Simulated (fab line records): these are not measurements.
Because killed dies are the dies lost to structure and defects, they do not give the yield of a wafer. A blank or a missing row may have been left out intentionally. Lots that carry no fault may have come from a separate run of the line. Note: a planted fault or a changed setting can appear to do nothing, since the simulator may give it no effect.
fab line records ; flow sky130
record: lots: 7; wafers: 21; last_day: 49
route steps=708 shown LOCAL_INTERCONNECT@388 PAD_OPEN@708
lots with no fault: from the same line, run without faults
start_h: hours from the record's opening day to when the first of the lot's shown wafers began ; wait_h: hours from the lot's prior step to this one ; " as in the row above ; L1.1+2: one row covering several wafers at once ; - either no value or no given start ; * or withheld: withheld ; < > ~ a bound
route shown NAME@n: names a module that has steps shown in the file, with the first one's number in the route ; usual: mean and standard deviation over wafers with no fault ; same: alike in all rows ; chamber/n: place in a boat ; sites: readings site by site ; _std_site: their standard deviation ; _edge_site: inner sites' mean taken away from outer sites' mean ; radius_mm: for every site, how far away it sits from the centre of the wafer ; mask NAME#n: copy n ; behind: the last tool/chamber to shape the wafer ; hold: the reason the lot was held/the length of the hold in hours/how it ended ; device: transistor that didn't switch, given as n, p or np ; end of line: tests run on the same wafers once the route is complete ; a step with no rows: only its recipe ; killed: dies that structure and defects cost at the first sort, which is not the same as the wafer's yield ; map: a wafer's dies, x killed, . not, _ none there
set.NAME: the setting that was run; set.NAME@STEP: the one run at that earlier step ; model.NAME: the simulator's own value behind a step, which no gauge read
lots seen at some steps along the route; tables by step, rows by wafer
services: a tool's chamber out of use, with start hour (start_h, from the record's first day; less than 0 if before it), hours out, and reason
== steps ==
step: SKY_LOCAL_INTERCONNECT_RS_MEAS_01
recipe: thk_meas_gauge: four-point-probe; reads: TiN_of_LOCAL_INTERCONNECT_SPUTTER_00
usual: LOCAL_INTERCONNECT_TIN_RS: 14.10/0.2
lot.wafer;tool;chamber;start_h;wait_h;LOCAL_INTERCONNECT_TIN_RS[ohm/sq]
L970.1;film_metro-01;-;675.85;0.0;13.88
L970.4;film_metro-01;-;675.85;0.0;13.78
L970.5;film_metro-01;-;675.85;0.0;13.75
L971.1;film_metro-02;-;686.53;0.0;14.09
L971.2;film_metro-02;-;686.53;0.0;14.15
L971.4;film_metro-02;-;686.53;0.0;14.48
L977.2;film_metro-04;-;738.23;0.1;14.33
L977.3;film_metro-04;-;738.23;0.1;14.05
L977.5;film_metro-04;-;738.23;0.1;14.12
L980.2;film_metro-04;-;765.82;0.1;14.19
L980.5;film_metro-04;-;765.82;0.1;14.16
L980.6;film_metro-04;-;765.82;0.1;14.09
L987.3;film_metro-04;-;815.20;0.1;14.09
L987.4;film_metro-04;-;815.20;0.1;14.35
L987.5;film_metro-04;-;815.20;0.1;14.06
L988.1;film_metro-02;-;826.22;0.0;13.84
L988.3;film_metro-02;-;826.22;0.0;13.98
L988.4;film_metro-02;-;826.22;0.0;13.93
L989.3;film_metro-02;-;836.34;0.1;14.04
L989.5;film_metro-02;-;836.34;0.1;14.32
L989.6;film_metro-02;-;836.34;0.1;14.30
step: SKY_LOCAL_INTERCONNECT_THK_MEAS_02
recipe: thk_meas_gauge: xrf; reads: TiN_of_LOCAL_INTERCONNECT_SPUTTER_00
usual: LOCAL_INTERCONNECT_TIN_THK: 100.3/1.4
lot.wafer;tool;chamber;start_h;wait_h;LOCAL_INTERCONNECT_TIN_THK[nm]
L970.1;film_metro-01;-;675.97;0.1;101.1
L970.4;film_metro-01;-;675.97;0.1;102.0
L970.5;film_metro-01;-;675.97;0.1;102.1
L971.1;film_metro-02;-;686.65;0.1;100.1
L971.2;film_metro-02;-;686.65;0.1;99.9
L971.4;film_metro-02;-;686.65;0.1;98.0
L977.2;film_metro-04;-;738.34;0.1;99.0
L977.3;film_metro-04;-;738.34;0.1;100.4
L977.5;film_metro-04;-;738.34;0.1;100.0
L980.2;film_metro-04;-;765.93;0.1;99.2
L980.5;film_metro-04;-;765.93;0.1;99.6
L980.6;film_metro-04;-;765.93;0.1;100.3
L987.3;film_metro-04;-;815.30;0.1;100.9
L987.4;film_metro-04;-;815.30;0.1;99.7
L987.5;film_metro-04;-;815.30;0.1;101.3
L988.1;film_metro-02;-;826.34;0.1;102.3
L988.3;film_metro-02;-;826.34;0.1;100.9
L988.4;film_metro-02;-;826.34;0.1;101.8
L989.3;film_metro-02;-;836.44;0.1;101.3
L989.5;film_metro-02;-;836.44;0.1;98.9
L989.6;film_metro-02;-;836.44;0.1;99.1
step: SKY_LOCAL_INTERCONNECT_DEHYDRATE_03
recipe: temp_c: 200; time_s: 60
step: SKY_LOCAL_INTERCONNECT_HMDS_04
recipe: prime_time_s: 60; prime_temp_c: 120
step: SKY_LOCAL_INTERCONNECT_COAT_05
recipe: resist: BARC; temp_c: withheld; time_s: withheld; spin_rpm: 3000; resist_thk_nm: 61.05
step: SKY_LOCAL_INTERCONNECT_COAT_06
recipe: resist: KrF-thick; spin_rpm: 3000; resist_thk_nm: 450
step: SKY_LOCAL_INTERCONNECT_SOFTBAKE_07
recipe: temp_c: 100; time_s: 90; resist: KrF-thick
step: SKY_LOCAL_INTERCONNECT_EXPOSE_08
recipe: mask_id: LI1M; na: 0.8; source_shape: annular; sigma_inner: 0.55; sigma_outer: 0.85; target_cd_nm: 170; dose_mj: 28
step: SKY_LOCAL_INTERCONNECT_PEB_09
recipe: peb_temp_c: withheld; peb_time_s: withheld; resist: KrF-thick
step: SKY_LOCAL_INTERCONNECT_DEVELOP_10
recipe: develop_time_s: 60; resist: KrF-thick; dev_temp_c: 21
step: SKY_LOCAL_INTERCONNECT_CD_MEAS_11
recipe: target_cd_nm: 170
usual: cd_nm: 169.7/1.6
lot.wafer;tool;chamber;start_h;wait_h;cd_nm
L970.1;cd_sem-02;-;704.96;-;168.8
L970.4;cd_sem-02;-;704.96;-;170.2
L970.5;cd_sem-02;-;704.96;-;169.6
L971.1;cd_sem-02;-;715.12;-;169.2
L971.2;cd_sem-02;-;715.12;-;169.9
L971.4;cd_sem-02;-;715.12;-;167.9
L977.2;cd_sem-02;-;766.39;-;172.9
L977.3;cd_sem-02;-;766.39;-;170.5
L977.5;cd_sem-02;-;766.39;-;171.5
L980.2;cd_sem-02;-;793.38;-;171.4
L980.5;cd_sem-02;-;793.38;-;171.7
L980.6;cd_sem-02;-;793.38;-;171.0
L987.3;cd_sem-02;-;841.10;-;167.5
L987.4;cd_sem-02;-;841.10;-;169.0
L987.5;cd_sem-02;-;841.10;-;166.8
L988.1;cd_sem-01;-;852.91;-;170.7
L988.3;cd_sem-01;-;852.91;-;170.0
L988.4;cd_sem-01;-;852.91;-;170.0
L989.3;cd_sem-01;-;861.75;-;169.8
L989.5;cd_sem-01;-;861.75;-;169.9
L989.6;cd_sem-01;-;861.75;-;170.0
step: SKY_LOCAL_INTERCONNECT_OVL_MEAS_12
usual: LOCAL_INTERCONNECT_OVL: -4/5.4
lot.wafer;tool;chamber;start_h;wait_h;LOCAL_INTERCONNECT_OVL[nm]
L970.1;overlay-01;-;705.08;0.1;-6
L970.4;overlay-01;-;705.08;0.1;-4
L970.5;overlay-01;-;705.08;0.1;-5
L971.1;overlay-01;-;715.24;0.1;-8
L971.2;overlay-01;-;715.24;0.1;-7
L971.4;overlay-01;-;715.24;0.1;-2
L977.2;overlay-02;-;766.50;0.1;-5
L977.3;overlay-02;-;766.50;0.1;-12
L977.5;overlay-02;-;766.50;0.1;-12
L980.2;overlay-02;-;793.49;0.1;-11
L980.5;overlay-02;-;793.49;0.1;-6
L980.6;overlay-02;-;793.49;0.1;-4
L987.3;overlay-01;-;841.19;0.1;-6
L987.4;overlay-01;-;841.19;0.1;-14
L987.5;overlay-01;-;841.19;0.1;-6
L988.1;overlay-01;-;853.03;0.1;0
L988.3;overlay-01;-;853.03;0.1;1
L988.4;overlay-01;-;853.03;0.1;-3
L989.3;overlay-01;-;861.84;0.1;1
L989.5;overlay-01;-;861.84;0.1;-7
L989.6;overlay-01;-;861.84;0.1;1
step: SKY_LOCAL_INTERCONNECT_ETCH_13
recipe: chemistry: N2/H2; target: BARC; ion_energy_ev: 200; bias_w: 100; pressure_mtorr: 30; n2_flow_sccm: 100; h2_flow_sccm: 200; icp_w: 500; stop_on: SiO2; time_s: 45.9; target_depth_a: 600
usual: bias_w: 100.0/0.34; drypump_motor_current_A: 5.57/0.29; oes_product_au: 0.863/0.005; throttle_valve_pct: 13.226/0.0089
lot.wafer;tool;chamber;start_h;wait_h;bias_w;drypump_motor_current_A;oes_product_au;rf_hours_counter_h;throttle_valve_pct
L970.1;rie_metal-02;0;705.12;0.0;100.1;5.30;0.860;3;13.226
L970.4;rie_metal-02;1;705.12;0.0;99.6;5.66;0.863;-;13.225
L970.5;rie_metal-02;0;705.12;0.0;99.8;5.30;0.864;-;13.222
L971.1;rie_metal-02;0;715.28;0.0;99.5;5.25;0.858;4;13.225
L971.2;rie_metal-02;1;715.28;0.0;99.6;5.63;0.857;6;13.209
L971.4;rie_metal-02;1;715.28;0.0;99.4;5.65;0.858;-;13.218
L977.2;rie_metal-01;1;766.53;0.0;99.3;5.11;0.869;8;13.218
L977.3;rie_metal-01;1;766.53;0.0;99.6;5.10;0.866;-;13.229
L977.5;rie_metal-01;1;766.53;0.0;99.5;5.08;0.862;-;13.232
L980.2;rie_metal-02;0;793.52;0.0;100.8;5.29;0.859;6;13.219
L980.5;rie_metal-02;1;793.52;0.0;100.4;5.66;0.864;-;13.238
L980.6;rie_metal-02;0;793.52;0.0;99.7;5.27;0.868;-;13.239
L987.3;rie_metal-02;1;841.24;0.0;93.0;5.62;0.854;-;13.233
L987.4;rie_metal-02;0;841.24;0.0;92.6;5.30;0.861;-;13.231
L987.5;rie_metal-02;1;841.24;0.0;93.1;5.61;0.863;-;13.213
L988.1;rie_metal-02;0;853.07;0.0;92.5;5.33;0.874;8;13.217
L988.3;rie_metal-02;1;853.07;0.0;92.6;5.65;0.860;-;13.220
L988.4;rie_metal-02;0;853.07;0.0;92.6;5.32;0.865;-;13.226
L989.3;rie_metal-02;0;861.89;0.0;92.5;5.29;0.864;-;13.213
L989.5;rie_metal-02;0;861.89;0.0;92.5;5.30;0.871;-;13.210
L989.6;rie_metal-02;1;861.89;0.0;92.5;5.66;0.867;-;13.220
step: SKY_LOCAL_INTERCONNECT_METAL_ETCH_14
recipe: target_depth_nm: 110; stop_on: PSG; chemistry: Cl2/BCl3; target: TiN; resist_sidewall_deg: 88; pressure_mtorr: 10; icp_w: 900; bias_w: 48.5; Cl2_flow_sccm: 60; bcl3_flow_sccm: 30; time_s: 31.4
usual: bias_w: 48.47/0.15; drypump_motor_current_A: 5.55/0.29; oes_product_au: 0.942/0.0085; throttle_valve_pct: 21.899/0.01
lot.wafer;tool;chamber;start_h;wait_h;bias_w;drypump_motor_current_A;oes_product_au;rf_hours_counter_h;throttle_valve_pct
L970.1;rie_metal-02;0;705.18;0.0;48.56;5.28;0.954;3;21.885
L970.4;rie_metal-02;1;705.18;0.0;48.35;5.63;0.956;-;21.888
L970.5;rie_metal-02;0;705.18;0.0;48.59;5.29;0.951;-;21.898
L971.1;rie_metal-02;0;715.34;0.0;48.34;5.26;0.944;4;21.902
L971.2;rie_metal-02;1;715.34;0.0;48.13;5.65;0.948;6;21.889
L971.4;rie_metal-02;1;715.34;0.0;48.29;5.66;0.916;-;21.903
L977.2;rie_metal-01;1;766.59;0.0;48.43;5.09;0.927;8;21.903
L977.3;rie_metal-01;1;766.59;0.0;48.54;5.10;0.950;-;21.899
L977.5;rie_metal-01;1;766.59;0.0;48.57;5.11;0.936;-;21.884
L980.2;rie_metal-02;0;793.58;0.0;48.89;5.28;0.945;6;21.906
L980.5;rie_metal-02;1;793.58;0.0;48.47;5.67;0.942;-;21.886
L980.6;rie_metal-02;0;793.58;0.0;48.55;5.28;0.935;-;21.899
L987.3;rie_metal-02;1;841.30;0.0;48.46;5.64;0.938;-;21.904
L987.4;rie_metal-02;0;841.30;0.0;48.58;5.25;0.934;-;21.904
L987.5;rie_metal-02;1;841.30;0.0;48.50;5.61;0.944;-;21.888
L988.1;rie_metal-02;0;853.13;0.0;48.45;5.27;0.953;8;21.892
L988.3;rie_metal-02;1;853.13;0.0;48.67;5.64;0.948;-;21.897
L988.4;rie_metal-02;0;853.13;0.0;48.56;5.28;0.952;-;21.903
L989.3;rie_metal-02;0;861.95;0.0;48.69;5.30;0.941;-;21.907
L989.5;rie_metal-02;0;861.95;0.0;48.59;5.25;0.933;-;21.906
L989.6;rie_metal-02;1;861.95;0.0;48.42;5.64;0.939;-;21.907
step: SKY_PAD_OPEN_PROBE_99
usual: killed_at_M0_to_M3: 43/7; killed_at_M4_up: 3.0/1.9; killed_at_contacts: 24/4.6; killed_at_front_end: 15/4.1; killed_at_other: 0.3/0.52; killed_dies: 84/9.7; killed_open: 46/6.9; killed_short: 38/6.8
same: gross_dies: 492; killed_at_back_side: 0
lot.wafer;tool;chamber;start_h;wait_h;killed_at_M0_to_M3;killed_at_M4_up;killed_at_contacts;killed_at_front_end;killed_at_other;killed_dies;killed_open;killed_short
L970.1;prober-02;-;1075.81;0.1;38;2;25;19;0;84;53;30
L970.4;prober-02;-;1075.96;0.2;32;2;19;18;1;72;42;27
L970.5;prober-02;-;1076.01;0.2;38;4;27;14;0;83;50;32
L971.1;prober-01;-;1084.49;0.1;41;4;27;14;0;86;45;41
L971.2;prober-01;-;1084.54;0.1;39;2;13;19;1;74;39;34
L971.4;prober-01;-;1084.64;0.2;55;1;26;11;0;93;55;37
L977.2;prober-01;-;1120.20;0.1;59;0;22;13;0;94;56;38
L977.3;prober-01;-;1120.25;0.2;53;2;18;17;0;90;55;35
L977.5;prober-01;-;1120.35;0.2;33;3;24;21;0;81;43;38
L980.2;prober-01;-;1138.93;0.1;43;2;20;12;0;77;43;34
L980.5;prober-01;-;1139.08;0.2;51;4;27;13;0;95;50;42
L980.6;prober-01;-;1139.13;0.2;46;4;20;8;1;79;44;35
L987.3;prober-02;-;1174.88;0.2;48;2;24;14;0;88;51;37
L987.4;prober-02;-;1174.93;0.2;40;3;24;8;1;76;42;33
L987.5;prober-02;-;1174.98;0.2;46;2;28;11;0;87;42;45
L988.1;prober-01;-;1178.71;0.1;34;2;22;14;0;72;37;34
L988.3;prober-01;-;1178.81;0.2;43;5;28;10;0;86;45;39
L988.4;prober-01;-;1178.86;0.2;34;2;23;16;1;76;48;26
L989.3;prober-02;-;1185.27;0.2;31;3;20;14;0;68;37;29
L989.5;prober-02;-;1185.37;0.2;50;2;20;8;0;80;55;25
L989.6;prober-02;-;1185.42;0.2;48;2;14;17;0;81;35;43
killed by level:class
L970.1 VIA1:geometric_particle:open=12 LI_CONTACT:geometric_particle:open=9 VIA3:geometric_particle:open=7 CONTACT:geometric_particle:short=6 VIA2:geometric_particle:open=6 POLY_GATE:geometric_particle:open=5 CONTACT:geometric_particle:open=5 FIELD_ISO:geometric_particle:short=4
L970.4 CONTACT:geometric_particle:open=7 FIELD_ISO:geometric_particle:open=6 LI_CONTACT:geometric_particle:open=6 METAL1:geometric_particle:short=6 VIA1:geometric_particle:open=5 VIA3:geometric_particle:open=4 METAL2:geometric_particle:open=4 FIELD_ISO:geometric_particle:short=3
L970.5 VIA1:geometric_particle:open=11 CONTACT:geometric_particle:open=9 LI_CONTACT:geometric_particle:open=8 METAL2:geometric_particle:short=8 VIA3:geometric_particle:open=6 CONTACT:geometric_particle:short=5 FIELD_ISO:geometric_particle:short=4 POLY_GATE:geometric_particle:open=4
L971.1 VIA1:geometric_particle:open=10 CONTACT:geometric_particle:open=9 LI_CONTACT:geometric_particle:open=6 LOCAL_INTERCONNECT:geometric_particle:short=5 VIA3:geometric_particle:short=5 VIA1:geometric_particle:short=5 VIA3:geometric_particle:open=5 POLY_GATE:geometric_particle:open=4
L971.2 VIA1:geometric_particle:open=9 VIA3:geometric_particle:open=7 FIELD_ISO:geometric_particle:short=6 VIA2:geometric_particle:open=6 METAL2:geometric_particle:short=5 CONTACT:geometric_particle:short=4 POLY_GATE:geometric_particle:open=3 FIELD_ISO:geometric_particle:open=3
L971.4 VIA1:geometric_particle:open=14 METAL1:geometric_particle:short=12 CONTACT:geometric_particle:open=9 LI_CONTACT:geometric_particle:open=8 CONTACT:geometric_particle:short=5 VIA1:geometric_particle:short=5 VIA2:geometric_particle:open=5 METAL1:geometric_particle:open=4
L977.2 VIA1:geometric_particle:open=15 VIA3:geometric_particle:open=12 CONTACT:geometric_particle:open=10 VIA2:geometric_particle:open=7 METAL1:geometric_particle:short=6 VIA3:geometric_particle:short=5 METAL2:geometric_particle:short=5 FIELD_ISO:geometric_particle:short=4
L977.3 VIA1:geometric_particle:open=19 VIA2:geometric_particle:open=11 FIELD_ISO:geometric_particle:short=6 VIA3:geometric_particle:open=5 LI_CONTACT:geometric_particle:open=5 CONTACT:geometric_particle:open=5 METAL2:geometric_particle:short=5 VIA3:geometric_particle:short=5
L977.5 CONTACT:geometric_particle:open=10 METAL2:geometric_particle:short=7 VIA1:geometric_particle:open=7 CONTACT:geometric_particle:short=7 FIELD_ISO:geometric_particle:open=5 FIELD_ISO:geometric_particle:short=5 VIA2:geometric_particle:open=4 SPACER:geometric_particle:open=4
L980.2 VIA2:geometric_particle:open=8 CONTACT:geometric_particle:open=7 VIA3:geometric_particle:open=7 METAL2:geometric_particle:short=6 LI_CONTACT:geometric_particle:open=5 VIA1:geometric_particle:open=5 FIELD_ISO:geometric_particle:short=4 LI_CONTACT:geometric_particle:short=4
L980.5 VIA1:geometric_particle:open=10 CONTACT:geometric_particle:open=9 VIA3:geometric_particle:open=8 METAL1:geometric_particle:short=7 LI_CONTACT:geometric_particle:open=7 LOCAL_INTERCONNECT:geometric_particle:short=6 METAL2:geometric_particle:short=6 VIA2:geometric_particle:short=5
L980.6 VIA1:geometric_particle:open=10 VIA2:geometric_particle:open=9 VIA3:geometric_particle:open=7 LI_CONTACT:geometric_particle:open=6 LI_CONTACT:geometric_particle:short=4 METAL1:geometric_particle:open=4 LOCAL_INTERCONNECT:geometric_particle:short=4 CONTACT:geometric_particle:open=4
L987.3 VIA2:geometric_particle:open=14 VIA1:geometric_particle:open=10 METAL1:geometric_particle:short=8 CONTACT:geometric_particle:short=8 CONTACT:geometric_particle:open=7 LI_CONTACT:geometric_particle:open=6 FIELD_ISO:geometric_particle:short=5 FIELD_ISO:geometric_particle:open=4
L987.4 LI_CONTACT:geometric_particle:open=8 VIA1:geometric_particle:open=7 CONTACT:geometric_particle:open=6 METAL2:geometric_particle:short=6 CONTACT:geometric_particle:short=5 METAL1:geometric_particle:short=5 VIA2:geometric_particle:open=5 VIA3:geometric_particle:open=5
L987.5 CONTACT:geometric_particle:open=13 VIA1:geometric_particle:open=12 CONTACT:geometric_particle:short=9 METAL1:geometric_particle:short=6 VIA1:geometric_particle:short=6 METAL2:geometric_particle:short=6 FIELD_ISO:geometric_particle:open=4 METAL3:geometric_particle:short=4
L988.1 LI_CONTACT:geometric_particle:open=7 VIA3:geometric_particle:open=6 CONTACT:geometric_particle:open=5 METAL1:geometric_particle:short=5 POLY_GATE:geometric_particle:open=4 CONTACT:geometric_particle:short=4 METAL2:geometric_particle:short=4 VIA1:geometric_particle:open=4
L988.3 CONTACT:geometric_particle:open=8 VIA2:geometric_particle:open=8 LI_CONTACT:geometric_particle:open=7 LOCAL_INTERCONNECT:geometric_particle:short=6 VIA3:geometric_particle:open=6 METAL3:geometric_particle:short=6 CONTACT:geometric_particle:short=5 VIA1:geometric_particle:open=5
L988.4 CONTACT:geometric_particle:open=9 VIA1:geometric_particle:open=9 VIA3:geometric_particle:open=9 LI_CONTACT:geometric_particle:open=6 METAL1:geometric_particle:short=6 FIELD_ISO:geometric_particle:open=5 VIA2:geometric_particle:open=5 SPACER:geometric_particle:short=4
L989.3 LI_CONTACT:geometric_particle:open=6 VIA1:geometric_particle:open=6 LI_CONTACT:geometric_particle:short=5 CONTACT:geometric_particle:open=5 METAL1:geometric_particle:short=5 VIA2:geometric_particle:short=5 FIELD_ISO:geometric_particle:open=4 POLY_GATE:geometric_particle:short=4
L989.5 VIA1:geometric_particle:open=14 VIA2:geometric_particle:open=12 LI_CONTACT:geometric_particle:open=7 METAL2:geometric_particle:short=6 CONTACT:geometric_particle:open=5 METAL2:geometric_particle:open=4 CONTACT:geometric_particle:short=4 VIA2:geometric_particle:short=3
L989.6 VIA1:geometric_particle:open=10 METAL1:geometric_particle:short=7 METAL2:geometric_particle:short=6 CONTACT:geometric_particle:open=5 CONTACT:geometric_particle:short=5 VIA1:geometric_particle:short=5 VIA2:geometric_particle:short=4 VIA3:geometric_particle:short=4
== services ==
tool;chamber;start_h;hours;kind
rie_metal-02;0;777.54;8.8;repair
rie_metal-01;1;797.14;1.2;repair
rie_metal-01;1;839.05;4.0;repair
== key ==
first_sign: step: SKY_LOCAL_INTERCONNECT_ETCH_13; reading: bias_w; direction: down; sigmas: 22; usual: 100.0; struck: 92.7
effect none on later readings
met_at SKY_LOCAL_INTERCONNECT_ETCH_13
struck_wafers L987.3,L987.4,L987.5,L988.1,L988.3,L988.4,L989.3,L989.5,L989.6
tester_left_out L987,L988,L989
onset_between 793.52 841.24
fault: kind: process_parameter_drift; tool: rie_metal-02; chamber: -; onset_h: 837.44; steps: SKY_LOCAL_INTERCONNECT_ETCH_13; channel: bias_w; offset: -7.4684; shape: step; end_h: 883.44; acts_in: these_recipes_only; stated: 100
tester_left_out: of these lots the tester's yield and bins aren't shown, on N5 and GAA mostly nor the transistor test; their killed dies are dies lost to structure and defects alone, not to doping, threshold or leakage, so they don't give the yield
